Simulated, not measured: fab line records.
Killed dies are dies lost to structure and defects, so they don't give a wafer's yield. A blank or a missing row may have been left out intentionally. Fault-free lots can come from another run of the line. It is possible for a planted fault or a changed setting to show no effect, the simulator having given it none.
Problem report in the 8D (eight disciplines) form, filled by code :: flow gf180mcu :: the parts of the form that need people (team, actions taken, sign-off) are left out
Where a reading is given only as a bound, like >300, the bound stands for it, and a mean or a difference that rests on one is marked > or <: the true number lies beyond.

== 1. THE PROBLEM ==
Across 9 wafers from 3 lots, M1_ALCU_RS at GF_M1_RS_MEAS_05 averages 7.1058 ohm/sq, while fault-free wafers read 0.0693 ohm/sq with a standard deviation of 0.00072. That is +99 or more standard deviations from the usual mean.
The step: measures by four-point-probe.
Seen first at day 20 03:19 on film_metro-04, wafer L833.1. The record holds 45 wafers of 15 lots with a number at this step. Rule for "out" (also "out of limits"): further than 4 standard deviations from the usual mean. The rest of the wafers with a number are treated as sound.

== 2. WHAT IT IS; WHAT IT IS NOT ==
question: which readings at this step
is: M1_ALCU_RS
is not: -

question: which lots
is: L833, L834, L835
is not: L822, L824, L825, L827, L829, L830, L837, L838, L842, L843, L844, L845

question: which wafers of those lots
is: all that have a number
is not: -

question: read on which gauges
is: film_metro-04
is not: film_metro-02, film_metro-03

question: when
is: from day 20 03:19
is not: up to then (18 sound wafers); but 18 sound wafers of L837, L838, L842, L843, L844, L845 came after

== 3. THE SUSPECTS, EACH WITH WHAT RULES IT OUT ==
Counting: a tool at any process step up to the reading remains a suspect when it ran all the lots that are out and ran no sound lot after the first of those.
- the gauge at GF_M1_RS_MEAS_05: kept. All the wafers that are out were read on film_metro-04, and no step on other tools shows them out.
- pvd_sputter-03 at GF_M1_SPUTTER_02 (material AlCu, target thk 450 nm, time 23.9 s): ruled out as a lasting fault. The sound lots L843 went through it after L833, its earliest lot that is out (day 20 03:13).
Left after counting: film_metro-04 at GF_M1_RS_MEAS_05.

== 4. THE CAUSE (what the simulator had put in) ==
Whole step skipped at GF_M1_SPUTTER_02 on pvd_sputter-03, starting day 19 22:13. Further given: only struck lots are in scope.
The count ruled it out by mistake, since the rule takes a fault to strike every lot its tool runs from the start of the fault on, and this one did not do so.

== 5. SEQUENCE OF EFFECTS, ordered by route ==
Each row: a reading where the mean over the struck wafers with a number is more than 3 standard deviations away from the usual. Scope: only readings with a usual standard deviation given in the record; hours: median across lots of the time from each lot's start at the first step in this table that gives one to its start at this step; sigmas: change in usual standard deviations.
hours: 0
step: GF_M1_RS_MEAS_05
reading: M1_ALCU_RS
usual: 0.0693 ohm/sq
on struck wafers: 7.1058
change: +7.0365
sigmas: +99 or more

hours: 0
step: GF_M1_THK_MEAS_06
reading: M1_ALCU_THK
usual: 441 nm
on struck wafers: <0
change: <-441
sigmas: <-86
Readings that are blank on the struck wafers while sound wafers have them: cathode_dc_power_W at GF_M1_SPUTTER_02; chamber_pressure_pa at GF_M1_SPUTTER_02; throttle_valve_pct at GF_M1_SPUTTER_02.

== 6. WHAT WOULD HAVE CAUGHT IT SOONER ==
5 hours passed between the start of the fault at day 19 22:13 and the first reading out of limits at a measuring or inspecting step in this record, taken at day 20 03:19.
At GF_M1_SPUTTER_02 the tool's readings are blank on the struck wafers, where sound wafers have them: an empty tool record is the first sign, and it was there at once.
